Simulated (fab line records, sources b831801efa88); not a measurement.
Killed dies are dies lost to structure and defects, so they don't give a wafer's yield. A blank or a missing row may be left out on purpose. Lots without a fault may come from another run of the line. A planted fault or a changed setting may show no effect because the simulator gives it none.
fab line records | flow sky130
record lots=6 wafers=18 last_day=51
route steps=708 shown VT_ADJUST_LVTN@116 VT_ADJUST_NCORE@119 VT_ADJUST_HVTR@131 PAD_OPEN@708
lots that met no fault: from a run of the same line without faults
start_h: hours from the record's first day to the start of the lot's first wafer shown | wait_h: hours since the lot's step before | " the same as in the row above | L1.1+2: a row that stands for several wafers | - no value, or no start given | * or withheld: withheld | < > ~ a bound
route shown NAME@n: a module of which the file shows steps, and the number in the route of the first | usual: mean/standard deviation of fault-free wafers | same: alike in all rows | chamber/n: place in a boat | sites: the reading at each site | _std_site: their standard deviation | _edge_site: outer sites' mean less inner sites' | radius_mm: how far each site lies from the wafer's centre | mask NAME#n: copy n | behind: the tool/chamber that last shaped the wafer | hold: why the lot was held/for how many hours/how that ended | device: the transistor (n, p or np) that didn't switch | end of line: the same wafers' tests at the end of the route | a step without rows: its recipe alone | killed: dies lost to structure and defects at the first sort, not the wafer's yield | map: a wafer's dies, x killed, . not, _ none there
set.NAME: the setting as run; set.NAME@STEP: as run at that earlier step | model.NAME: the simulator's own value behind a step, which no gauge read
lots at some steps of the route; a table a step, a row a wafer
services: from which hour (start_h, from the record's first day; less than 0 if before it) a tool's chamber was out of use, for how many hours, and why
## steps
# step SKY_VT_ADJUST_LVTN_IMPLANT_19
# recipe species=B energy_kev=30 dose_cm2=6.5e+11 tilt_deg=withheld
# step SKY_VT_ADJUST_LVTN_STRIP_20
# recipe chemistry=O2/N2 power_w=1400 pressure_mtorr=1500 platen_temp_c=withheld o2_flow_sccm=3000 n2_flow_sccm=300 overash_fraction=0.5
# usual drypump_motor_current_A=5.5/0.46 o2_flow_sccm=2999/9.5 oes_product_au=0.716/0.0049 strip_time_to_endpoint_s=14.20/0.057
# columns lot.wafer tool chamber start_h wait_h drypump_motor_current_A o2_flow_sccm oes_product_au rf_hours_counter_h strip_time_to_endpoint_s
L531.1 plasma_asher-01 0 217.47 0.1 4.7 3001 0.715 10 14.20
L531.5 " 0 " " 4.7 3007 0.718 - 14.22
L531.6 " 1 " " 5.9 3017 0.723 - 14.19
L534.1 plasma_asher-03 1 248.67 0.1 5.5 2994 0.721 44 14.19
L534.3 " 1 " " 5.4 3004 0.718 - 14.17
L534.5 " 0 " " 5.9 2991 0.707 - 14.19
L535.4 plasma_asher-01 1 249.00 0.1 5.9 3016 0.716 - 14.30
L535.5 " 0 " " 4.7 3002 0.714 - 14.30
L535.6 " 1 " " 5.9 3016 0.711 - 14.31
L536.1 plasma_asher-01 1 252.62 0.1 5.9 2996 0.715 13 14.11
L536.3 " 1 " " 5.9 2992 0.708 - 14.12
L536.4 " 0 " " 4.7 2997 0.718 - 14.16
L541.1 plasma_asher-01 0 281.27 0.1 4.7 2997 0.723 16 14.26
L541.2 " 1 " " 5.9 3009 0.711 16 14.25
L541.6 " 1 " " 5.9 2992 0.721 - 14.24
L543.1 plasma_asher-01 0 297.37 0.1 4.7 2991 0.707 18 14.19
L543.4 " 1 " " 5.9 2985 0.710 - 14.21
L543.6 " 1 " " 5.9 2999 0.709 - 14.19
# step SKY_VT_ADJUST_LVTN_TW_MEAS_21
# usual VT_ADJUST_LVTN_2_TW=188.4/1.6
# columns lot.wafer tool chamber start_h wait_h VT_ADJUST_LVTN_2_TW
L531.1 film_metro-02 - 217.57 0.1 188.8
L531.5 " - " " 190.2
L531.6 " - " " 189.4
L534.1 film_metro-03 - 248.77 0.1 185.9
L534.3 " - " " 185.1
L534.5 " - " " 185.1
L535.4 film_metro-02 - 249.10 0.1 187.9
L535.5 " - " " 188.4
L535.6 " - " " 188.2
L536.1 film_metro-01 - 252.72 0.1 189.5
L536.3 " - " " 189.1
L536.4 " - " " 189.1
L541.1 film_metro-02 - 281.37 0.1 189.5
L541.2 " - " " 189.6
L541.6 " - " " 188.2
L543.1 film_metro-01 - 297.47 0.1 189.4
L543.4 " - " " 189.8
L543.6 " - " " 189.4
# step SKY_VT_ADJUST_NCORE_DEHYDRATE_00
# recipe temp_c=200 time_s=60
# step SKY_VT_ADJUST_NCORE_HMDS_01
# recipe prime_time_s=60 prime_temp_c=120
# step SKY_VT_ADJUST_NCORE_COAT_02
# recipe resist=NOVOLAK spin_rpm=3000 resist_thk_nm=1140
# step SKY_VT_ADJUST_NCORE_SOFTBAKE_03
# recipe temp_c=90 time_s=60 resist=NOVOLAK
# step SKY_VT_ADJUST_NCORE_EXPOSE_04
# recipe mask_id=LVTN_COMPLEMENT_THIN na=0.6 source_shape=conventional sigma_outer=0.6 polarization=unpolarized target_cd_nm=380 dose_mj=139
# step SKY_VT_ADJUST_NCORE_PEB_05
# recipe temp_c=withheld time_s=* resist=NOVOLAK
# step SKY_VT_ADJUST_NCORE_DEVELOP_06
# recipe resist=NOVOLAK developer=TMAH develop_time_s=60 dev_temp_c=23
# step SKY_VT_ADJUST_NCORE_CD_MEAS_07
# recipe target_cd_nm=380
# usual cd_nm=379/3.1
# columns lot.wafer tool chamber start_h wait_h cd_nm
L531.1 cd_sem-01 - 247.39 0.1 377
L531.5 " - " " 378
L531.6 " - " " 380
L534.1 cd_sem-02 - 272.13 0.1 379
L534.3 " - " " 380
L534.5 " - " " 380
L535.4 cd_sem-02 - 272.80 0.1 380
L535.5 " - " " 378
L535.6 " - " " 378
L536.1 cd_sem-02 - 275.93 0.1 380
L536.3 " - " " 380
L536.4 " - " " 381
L541.1 cd_sem-01 - 306.84 0.1 384
L541.2 " - " " 385
L541.6 " - " " 385
L543.1 cd_sem-01 - 323.03 0.1 374
L543.4 " - " " 377
L543.6 " - " " 377
# step SKY_VT_ADJUST_NCORE_OVL_MEAS_08
# usual VT_ADJUST_NCORE_OVL=-0.1/1.1
# columns lot.wafer tool chamber start_h wait_h VT_ADJUST_NCORE_OVL[nm]
L531.1 overlay-01 - 247.51 0.1 0.0
L531.5 " - " " -1.3
L531.6 " - " " -1.6
L534.1 overlay-01 - 272.25 0.1 0.5
L534.3 " - " " -2.0
L534.5 " - " " -1.1
L535.4 overlay-01 - 272.87 0.1 -1.0
L535.5 " - " " 1.7
L535.6 " - " " -0.5
L536.1 overlay-01 - 276.05 0.1 1.1
L536.3 " - " " 0.5
L536.4 " - " " 0.7
L541.1 overlay-02 - 306.96 0.1 2.6
L541.2 " - " " 0.8
L541.6 " - " " 0.5
L543.1 overlay-02 - 323.15 0.1 -1.4
L543.4 " - " " 0.5
L543.6 " - " " -1.9
# step SKY_VT_ADJUST_NCORE_IMPLANT_09
# recipe species=B energy_kev=10 dose_cm2=2.4e+12 tilt_deg=withheld
# usual beam_on_s=10.01/0.21
# columns lot.wafer tool chamber start_h wait_h beam_on_s
L531.1 implanter-04 0 247.54 0.0 9.73
L531.5 " 0 " " 9.87
L531.6 " 0 " " 9.95
L534.1 implanter-03 0 272.29 0.0 10.50
L534.3 " 0 " " 9.82
L534.5 " 0 " " 9.84
L534.1 implanter-03 0 272.60 0.3 9.93
L534.3 " 0 " " 9.93
L534.5 " 0 " " 10.50
L535.4 implanter-03 0 272.97 0.1 9.92
L535.5 " 0 " " 9.85
L535.6 " 0 " " 10.08
L536.1 implanter-02 0 276.09 0.0 10.12
L536.3 " 0 " " 10.19
L536.4 " 0 " " 9.69
L541.1 implanter-03 0 306.99 0.0 10.24
L541.2 " 0 " " 10.24
L541.6 " 0 " " 9.93
L541.1 implanter-03 0 307.31 0.3 9.74
L541.2 " 0 " " 10.12
L541.6 " 0 " " 10.43
L543.1 implanter-03 0 323.19 0.0 10.16
L543.4 " 0 " " 9.79
L543.6 " 0 " " 10.24
# step SKY_VT_ADJUST_NCORE_STRIP_10
# recipe chemistry=O2/N2 power_w=1400 pressure_mtorr=1500 platen_temp_c=withheld o2_flow_sccm=3000 n2_flow_sccm=300 overash_fraction=0.5
# usual drypump_motor_current_A=5.62/0.17 o2_flow_sccm=3001/8.5 oes_product_au=0.715/0.0046 strip_time_to_endpoint_s=14.19/0.053
# columns lot.wafer tool chamber start_h wait_h drypump_motor_current_A o2_flow_sccm oes_product_au rf_hours_counter_h strip_time_to_endpoint_s
L531.1 plasma_asher-03 0 247.69 0.1 5.94 2999 0.720 43 14.25
L531.5 " 1 " " 5.48 3003 0.714 - 14.24
L531.6 " 0 " " 5.93 2996 0.714 - 14.28
L534.1 plasma_asher-04 0 272.75 0.1 5.75 2996 0.718 57 14.15
L534.3 " 1 " " 5.62 2998 0.713 - 14.12
L534.5 " 1 " " 5.64 3008 0.724 - 14.17
L535.4 plasma_asher-02 1 273.08 0.1 5.31 3014 0.712 - 14.20
L535.5 " 0 " " 5.56 3013 0.720 - 14.20
L535.6 " 1 " " 5.31 3021 0.721 - 14.19
L536.1 plasma_asher-02 1 276.24 0.1 5.32 3001 0.714 56 14.17
L536.3 " 0 " " 5.60 3000 0.712 - 14.17
L536.4 " 1 " " 5.31 3010 0.712 - 14.16
L541.1 plasma_asher-04 1 307.46 0.1 5.62 3014 0.720 61 14.17
L541.2 " 0 " " 5.76 2990 0.719 61 14.20
L541.6 " 1 " " 5.63 3015 0.713 - 14.15
L543.1 plasma_asher-04 1 323.34 0.1 5.62 2981 0.715 62 14.16
L543.4 " 1 " " 5.64 3006 0.712 - 14.18
L543.6 " 0 " " 5.73 3016 0.714 - 14.14
# step SKY_VT_ADJUST_NCORE_TW_MEAS_11
# usual VT_ADJUST_NCORE_TW=220.3/1
# columns lot.wafer tool chamber start_h wait_h VT_ADJUST_NCORE_TW
L531.1 film_metro-04 - 247.79 0.1 220.3
L531.5 " - " " 220.3
L531.6 " - " " 219.2
L534.1 film_metro-04 - 272.85 0.1 269.0
L534.3 " - " " 268.4
L534.5 " - " " 269.3
L535.4 film_metro-01 - 273.17 0.1 221.0
L535.5 " - " " 219.4
L535.6 " - " " 219.2
L536.1 film_metro-01 - 276.34 0.1 221.7
L536.3 " - " " 219.9
L536.4 " - " " 220.4
L541.1 film_metro-02 - 307.56 0.1 268.0
L541.2 " - " " 267.0
L541.6 " - " " 268.5
L543.1 film_metro-04 - 323.44 0.1 221.9
L543.4 " - " " 221.3
L543.6 " - " " 222.4
# step SKY_VT_ADJUST_HVTR_DEHYDRATE_00
# recipe temp_c=200 time_s=60
# step SKY_PAD_OPEN_PROBE_99
# usual killed_at_M0_to_M3=42/7.3 killed_at_M4_up=3.4/2 killed_at_contacts=24/5.6 killed_at_front_end=16/4.5 killed_at_other=0.2/0.51 killed_dies=86/9.8 killed_open=46/7 killed_short=40/6.7
# same gross_dies=492 killed_at_back_side=0
# columns lot.wafer tool chamber start_h wait_h killed_at_M0_to_M3 killed_at_M4_up killed_at_contacts killed_at_front_end killed_at_other killed_dies killed_open killed_short
L536.1 prober-02 - 1211.51 0.1 46 1 27 25 0 99 60 39
L536.3 prober-02 - 1211.61 0.2 51 2 34 11 0 98 53 45
L536.4 prober-02 - 1211.66 0.2 55 5 32 21 0 113 73 40
L534.1 prober-01 - 1213.01 0.1 34 2 23 27 1 87 42 45
L534.3 prober-01 - 1213.11 0.2 42 2 27 20 0 91 51 40
L534.5 prober-01 - 1213.21 0.2 44 0 24 20 2 90 51 39
# killed by level:class
L536.1 VIA1:geometric_particle:open=14 CONTACT:geometric_particle:open=13 POLY_GATE:geometric_particle:open=10 FIELD_ISO:geometric_particle:short=7 LI_CONTACT:geometric_particle:open=7 VIA2:geometric_particle:open=7 VIA1:geometric_particle:short=5 POLY_GATE:geometric_particle:short=4
L536.3 VIA2:geometric_particle:open=14 CONTACT:geometric_particle:open=13 CONTACT:geometric_particle:short=11 VIA1:geometric_particle:open=10 LI_CONTACT:geometric_particle:open=6 VIA1:geometric_particle:short=5 METAL2:geometric_particle:short=5 VIA3:geometric_particle:short=4
L536.4 CONTACT:geometric_particle:open=16 VIA1:geometric_particle:open=16 FIELD_ISO:geometric_particle:open=9 VIA2:geometric_particle:open=9 LI_CONTACT:geometric_particle:open=8 METAL1:geometric_particle:short=6 POLY_GATE:geometric_particle:open=5 CONTACT:geometric_particle:short=5
L534.1 FIELD_ISO:geometric_particle:short=12 CONTACT:geometric_particle:open=9 POLY_GATE:geometric_particle:open=8 VIA1:geometric_particle:open=8 CONTACT:geometric_particle:short=7 LOCAL_INTERCONNECT:geometric_particle:short=6 METAL3:geometric_particle:short=5 VIA3:geometric_particle:open=5
L534.3 CONTACT:geometric_particle:open=10 VIA2:geometric_particle:open=9 FIELD_ISO:geometric_particle:open=8 VIA1:geometric_particle:open=8 LI_CONTACT:geometric_particle:open=7 FIELD_ISO:geometric_particle:short=6 VIA1:geometric_particle:short=6 METAL2:geometric_particle:short=5
L534.5 VIA1:geometric_particle:open=14 LI_CONTACT:geometric_particle:open=10 METAL1:geometric_particle:short=7 FIELD_ISO:geometric_particle:open=6 POLY_GATE:geometric_particle:open=5 METAL2:geometric_particle:short=5 CONTACT:geometric_particle:open=5 POLY_CUT:geometric_particle:short=3
## services
# columns tool chamber start_h hours kind
implanter-04 - 197.06 4.2 pm
implanter-04 - 232.80 1.5 repair
implanter-03 - 246.34 3.7 pm
plasma_asher-04 - 247.42 4.9 repair
implanter-02 - 249.83 10.3 repair
plasma_asher-03 - 256.09 0.7 repair
implanter-02 - 266.00 2.1 pm
implanter-04 - 270.71 5.6 repair
plasma_asher-01 - 271.29 1.3 repair
implanter-02 - 284.94 1.3 repair
plasma_asher-03 - 297.28 13.5 repair
plasma_asher-01 - 297.56 0.5 repair
plasma_asher-03 - 301.51 1.0 repair
## key
first_sign step=SKY_VT_ADJUST_NCORE_IMPLANT_09 reading=visit direction=added
effect step=SKY_VT_ADJUST_NCORE_TW_MEAS_11 reading=VT_ADJUST_NCORE_TW direction=up sigmas=48 usual=220.3 struck=268.4
met_at SKY_VT_ADJUST_NCORE_IMPLANT_09
struck_wafers L534.1,L534.3,L534.5,L541.1,L541.2,L541.6
tester_left_out L534,L541
fault kind=repeated_step_whole tool=implanter-02,implanter-03,implanter-04 chamber=- onset_h=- steps=SKY_VT_ADJUST_NCORE_IMPLANT_09 times=1 scope=struck_lots_only
# tester_left_out: of these lots the tester's yield and bins aren't shown, on N5 and GAA mostly nor the transistor test; their killed dies are dies lost to structure and defects alone, not to doping, threshold or leakage, so they don't give the yield
